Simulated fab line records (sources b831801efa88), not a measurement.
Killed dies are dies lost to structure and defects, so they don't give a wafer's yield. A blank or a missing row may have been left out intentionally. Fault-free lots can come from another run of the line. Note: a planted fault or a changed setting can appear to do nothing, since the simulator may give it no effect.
Which of the tools did it? | flow gf180mcu | 24 lots, 72 wafers sampled, at 5 steps of a route of 602

## WHAT EACH GAUGE READ, for each wafer
GF_V2_OVL_MEAS_15. Usual: for V2_OVL the level is -6 nm and the standard deviation is 6.1.
lot  | measured     | on         | V2_OVL (nm) | flag
L074 | day 20 01:13 | overlay-01 | -14 -16 -16 | 
L075 | day 20 06:51 | overlay-01 | -14 -9 -5   | 
L076 | day 20 19:39 | overlay-01 | -14 -11 -2  | 
L077 | day 21 05:25 | overlay-02 | 7 -3 1      | 
L078 | day 21 16:57 | overlay-02 | 3 -5 -5     | 
L079 | day 21 17:55 | overlay-01 | -9 -4 -3    | 
L080 | day 22 00:12 | overlay-01 | -2 -11 -7   | 
L081 | day 22 10:42 | overlay-01 | -13 -6 -12  | 
L082 | day 22 17:15 | overlay-02 | 0 -11 -10   | 
L083 | day 23 05:25 | overlay-02 | -8 -15 -9   | 
L084 | day 23 12:51 | overlay-02 | -4 -2 4     | 
L085 | day 23 21:46 | overlay-02 | -3 -6 -5    | 
L086 | day 24 14:06 | overlay-02 | -13 -2 -10  | 
L087 | day 24 16:06 | overlay-02 | -1 8 3      | 
L088 | day 25 04:13 | overlay-01 | -13 -7 -10  | 
L089 | day 25 22:45 | overlay-02 | 1 -1 0      | 
L090 | day 26 09:35 | overlay-02 | 1 -5 -1     | 
L091 | day 27 01:30 | overlay-02 | -1 4 -3     | 
L092 | day 27 03:45 | overlay-02 | -16 -12 -8  | 
L093 | day 27 17:33 | overlay-02 | -2 3 1      | 
L094 | day 27 21:07 | overlay-02 | -11 -4 -3   | 
L096 | day 28 06:48 | overlay-01 | -11 -12 -12 | 
L097 | day 28 08:15 | overlay-02 | -17 -8 -20  | 
L095 | day 28 08:54 | overlay-02 | 2 1 -8      | 

GF_V4_THK_MEAS_03. Usual: for V4_CVD_02_THK the level is 851 nm and the standard deviation is 11.
lot  | measured     | on           | V4_CVD_02_THK (nm) | flag
L074 | day 23 03:51 | filmMetro-04 | 837 829 847        | 
L075 | day 23 10:08 | filmMetro-04 | 847 840 844        | 
L076 | day 23 23:10 | filmMetro-02 | 847 849 861        | 
L077 | day 24 07:58 | filmMetro-03 | 832 842 845        | 
L078 | day 24 18:35 | filmMetro-04 | 846 831 846        | 
L079 | day 24 19:26 | filmMetro-04 | 836 837 843        | 
L080 | day 25 01:07 | filmMetro-04 | 869 865 863        | 
L081 | day 25 10:29 | filmMetro-03 | 854 855 867        | 
L082 | day 25 16:05 | filmMetro-02 | 831 843 854        | 
L083 | day 26 05:38 | filmMetro-03 | 825 847 852        | 
L084 | day 26 10:59 | filmMetro-04 | 864 869 855        | 
L085 | day 26 19:43 | filmMetro-03 | 838 869 865        | 
L086 | day 27 11:16 | filmMetro-04 | 841 841 867        | 
L087 | day 27 12:34 | filmMetro-04 | 850 853 874        | 
L088 | day 27 23:28 | filmMetro-02 | 841 865 858        | 
L089 | day 28 16:41 | filmMetro-03 | 851 838 859        | 
L090 | day 29 03:14 | filmMetro-04 | 850 849 881        | 
L091 | day 29 18:14 | filmMetro-02 | 850 843 842        | 
L092 | day 29 19:35 | filmMetro-03 | 852 849 861        | 
L093 | day 30 07:59 | filmMetro-04 | 848 863 859        | 
L094 | day 30 10:46 | filmMetro-04 | 843 839 846        | 
L096 | day 30 20:44 | filmMetro-04 | 854 840 860        | 
L097 | day 30 20:57 | filmMetro-04 | 838 846 858        | 
L095 | day 30 21:32 | filmMetro-03 | 835 842 847        | 

## WHICH TOOL RAN EACH LOT (tool, then ch and the chambers of the sampled wafers, then the start)
lot  | GF_M1_SPUTTER_02            | GF_V1_SPUTTER_22            | GF_M3_METAL_ETCH_16
L074 | pvdSputter-02, day 16 00:01 | pvdSputter-03, day 17 23:41 | rieMetal-03 ch 0,1, day 21 02:41
L075 | pvdSputter-03, day 16 06:16 | pvdSputter-03, day 18 05:35 | rieMetal-03 ch 0,1, day 21 08:47
L076 | pvdSputter-03, day 16 18:07 | pvdSputter-03, day 18 17:59 | rieMetal-03 ch 1, day 21 21:05
L077 | pvdSputter-02, day 17 03:35 | pvdSputter-03, day 19 03:28 | rieMetal-03 ch 0,1, day 22 07:11
L078 | pvdSputter-01, day 17 15:25 | pvdSputter-04, day 19 15:40 | rieMetal-03 ch 0,1, day 22 17:56
L079 | pvdSputter-01, day 17 16:22 | pvdSputter-02, day 19 16:38 | rieMetal-02 ch 0,1, day 22 19:02
L080 | pvdSputter-02, day 17 21:19 | pvdSputter-03, day 19 22:15 | rieMetal-02 ch 0,1, day 23 01:10
L081 | pvdSputter-03, day 18 06:41 | pvdSputter-03, day 20 08:09 | rieMetal-02 ch 0,1, day 23 11:25
L082 | pvdSputter-03, day 18 15:46 | pvdSputter-04, day 20 15:43 | rieMetal-04 ch 0,1, day 23 17:04
L083 | pvdSputter-02, day 19 03:47 | pvdSputter-02, day 21 05:26 | rieMetal-02 ch 0, day 24 06:07
L084 | pvdSputter-02, day 19 10:04 | pvdSputter-04, day 21 12:11 | rieMetal-02 ch 0,1, day 24 12:56
L085 | pvdSputter-03, day 19 18:59 | pvdSputter-02, day 21 20:53 | rieMetal-04 ch 0,1, day 24 21:19
L086 | pvdSputter-03, day 20 13:07 | pvdSputter-04, day 22 15:20 | rieMetal-02 ch 0,1, day 25 13:02
L087 | pvdSputter-01, day 20 15:41 | pvdSputter-04, day 22 17:17 | rieMetal-03 ch 0,1, day 25 14:59
L088 | pvdSputter-03, day 21 05:07 | pvdSputter-02, day 23 04:59 | rieMetal-03 ch 0,1, day 26 02:43
L089 | pvdSputter-03, day 22 00:49 | pvdSputter-04, day 24 00:55 | rieMetal-02 ch 0,1, day 26 20:50
L090 | pvdSputter-01, day 22 12:31 | pvdSputter-02, day 24 12:20 | rieMetal-02 ch 0,1, day 27 07:26
L091 | pvdSputter-01, day 23 06:19 | pvdSputter-03, day 25 05:05 | rieMetal-03 ch 0,1, day 28 00:05
L092 | pvdSputter-01, day 23 07:58 | pvdSputter-03, day 25 06:07 | rieMetal-02 ch 0,1, day 28 02:04
L093 | pvdSputter-02, day 23 23:36 | pvdSputter-02, day 25 21:40 | rieMetal-03 ch 1, day 28 15:01
L094 | pvdSputter-01, day 24 05:50 | pvdSputter-04, day 26 02:50 | rieMetal-02 ch 0,1, day 28 18:04
L096 | pvdSputter-03, day 24 14:29 | pvdSputter-02, day 26 11:22 | rieMetal-04 ch 0,1, day 29 04:10
L097 | pvdSputter-01, day 24 15:47 | pvdSputter-04, day 26 13:17 | rieMetal-02 ch 0,1, day 29 04:32
L095 | pvdSputter-03, day 24 17:03 | pvdSputter-04, day 26 13:46 | rieMetal-04 ch 1, day 29 04:52
- GF_M1_SPUTTER_02: material AlCu, target thk 450 nm, time 23.9 s.
- GF_V1_SPUTTER_22: material TiN, target thk 10 nm, time 40 s.
- GF_M3_METAL_ETCH_16: etches the open film in Cl2/BCl3, stops on SiO2, target depth 750.8 nm, time 125.1 s.

## AS READ BY THE TOOLS THEMSELVES (means over the sampled wafers that have a number; for cases with no such wafer, the mark the record gives instead)
GF_M1_SPUTTER_02. Usual: cathodeDcPowerW 10600 W, standard deviation 1.9; throttleValvePct 29.5 %, standard deviation 1.3.
lot  | tool          | cathodeDcPowerW (W) | throttleValvePct (%) | flag
L074 | pvdSputter-02 | 10600               | 28.8                 | 
L075 | pvdSputter-03 | 10598               | 29.6                 | 
L076 | pvdSputter-03 | 10599               | 29.4                 | 
L077 | pvdSputter-02 | 10601               | 28.3                 | 
L078 | pvdSputter-01 | 10599               | 29.9                 | 
L079 | pvdSputter-01 | 10599               | 29.6                 | 
L080 | pvdSputter-02 | 10601               | 28.6                 | 
L081 | pvdSputter-03 | 10600               | 30.2                 | 
L082 | pvdSputter-03 | 10600               | 30.5                 | 
L083 | pvdSputter-02 | 10600               | 29.5                 | 
L084 | pvdSputter-02 | 10600               | 29.4                 | 
L085 | pvdSputter-03 | 10599               | 30.0                 | 
L086 | pvdSputter-03 | 10599               | 29.9                 | 
L087 | pvdSputter-01 | 10599               | 28.7                 | 
L088 | pvdSputter-03 | 10598               | 30.7                 | 
L089 | pvdSputter-03 | 10601               | 30.9                 | 
L090 | pvdSputter-01 | 10598               | 29.5                 | 
L091 | pvdSputter-01 | 10600               | 28.9                 | 
L092 | pvdSputter-01 | 10602               | 30.5                 | 
L093 | pvdSputter-02 | 10600               | 28.4                 | 
L094 | pvdSputter-01 | 10601               | 29.0                 | 
L096 | pvdSputter-03 | 10601               | 30.4                 | 
L097 | pvdSputter-01 | 10599               | 30.2                 | 
L095 | pvdSputter-03 | 10601               | 29.5                 | 

GF_V1_SPUTTER_22. Usual: cathodeDcPowerW 4000.0 W, standard deviation 0.59; throttleValvePct 29.7 %, standard deviation 1.3.
lot  | tool          | cathodeDcPowerW (W) | throttleValvePct (%) | flag
L074 | pvdSputter-03 | 4000.4              | 29.7                 | 
L075 | pvdSputter-03 | 4000.1              | 29.6                 | 
L076 | pvdSputter-03 | 4000.2              | 30.7                 | 
L077 | pvdSputter-03 | 4000.2              | 30.5                 | 
L078 | pvdSputter-04 | 3999.5              | 30.9                 | 
L079 | pvdSputter-02 | 3999.8              | 29.6                 | 
L080 | pvdSputter-03 | 4000.6              | 30.1                 | 
L081 | pvdSputter-03 | 3999.7              | 29.9                 | 
L082 | pvdSputter-04 | 4000.1              | 29.9                 | 
L083 | pvdSputter-02 | 4000.1              | 28.6                 | 
L084 | pvdSputter-04 | 3999.7              | 29.7                 | 
L085 | pvdSputter-02 | 3999.8              | 28.4                 | 
L086 | pvdSputter-04 | 4000.7              | 30.3                 | 
L087 | pvdSputter-04 | 4000.1              | 29.6                 | 
L088 | pvdSputter-02 | 3999.7              | 28.6                 | 
L089 | pvdSputter-04 | 4000.7              | 30.3                 | 
L090 | pvdSputter-02 | 4000.4              | 29.2                 | 
L091 | pvdSputter-03 | 3999.7              | 30.0                 | 
L092 | pvdSputter-03 | 4000.0              | 29.0                 | 
L093 | pvdSputter-02 | 4000.1              | 28.6                 | 
L094 | pvdSputter-04 | 4000.3              | 30.1                 | 
L096 | pvdSputter-02 | 4000.1              | 29.5                 | 
L097 | pvdSputter-04 | 3999.8              | 29.9                 | 
L095 | pvdSputter-04 | 3999.4              | 30.4                 | 

GF_M3_METAL_ETCH_16. Usual: drypumpMotorCurrentA 5.8 A, standard deviation 0.47; oesProductAu 0.991 a.u., standard deviation 0.0057; throttleValvePct 28.230 %, standard deviation 0.011.
lot  | tool        | drypumpMotorCurrentA (A) | oesProductAu (a.u.) | throttleValvePct (%) | flag
L074 | rieMetal-03 | 5.5                      | 0.995               | 28.232               | 
L075 | rieMetal-03 | 5.6                      | 0.988               | 28.230               | 
L076 | rieMetal-03 | 5.5                      | 0.992               | 28.232               | 
L077 | rieMetal-03 | 5.5                      | 0.990               | 28.224               | 
L078 | rieMetal-03 | 5.5                      | 0.991               | 28.229               | 
L079 | rieMetal-02 | 6.0                      | 0.992               | 28.232               | 
L080 | rieMetal-02 | 6.0                      | 0.994               | 28.227               | 
L081 | rieMetal-02 | 6.4                      | 0.986               | 28.231               | 
L082 | rieMetal-04 | 5.5                      | 0.991               | 28.228               | 
L083 | rieMetal-02 | 5.7                      | 0.995               | 28.230               | 
L084 | rieMetal-02 | 6.3                      | 0.988               | 28.236               | 
L085 | rieMetal-04 | 5.4                      | 0.993               | 28.230               | 
L086 | rieMetal-02 | 6.4                      | 0.994               | 28.228               | 
L087 | rieMetal-03 | 5.5                      | 0.989               | 28.230               | 
L088 | rieMetal-03 | 5.5                      | 0.987               | 28.219               | 
L089 | rieMetal-02 | 6.4                      | 0.982               | 28.240               | 
L090 | rieMetal-02 | 6.0                      | 0.989               | 28.232               | 
L091 | rieMetal-03 | 5.5                      | 0.996               | 28.218               | 
L092 | rieMetal-02 | 6.0                      | 0.994               | 28.232               | 
L093 | rieMetal-03 | 5.5                      | 0.995               | 28.230               | 
L094 | rieMetal-02 | 6.4                      | 0.996               | 28.251               | 
L096 | rieMetal-04 | 5.4                      | 0.988               | 28.234               | 
L097 | rieMetal-02 | 6.0                      | 0.995               | 28.236               | 
L095 | rieMetal-04 | 5.6                      | 0.983               | 28.225               | 

## THE ANSWER, worked out from the rows above alone
Rule: lot off if the mean of its wafers having a number is beyond 3 standard deviations from the usual mean. Also off: a lot with no number at a reading for which 4 or more lots have one. The other lots that the step has rows for count as sound. The gauges are gone through in route order, then the tools' own readings, and for those a lot's mean is taken as printed above. The first step at which some lot is off is used, and at that step the reading that is off furthest; a lot without a number counts as furthest.
None of the lots is off at any reading shown; this tells nothing.

## WHAT HAD BEEN PUT IN BY THE SIMULATOR
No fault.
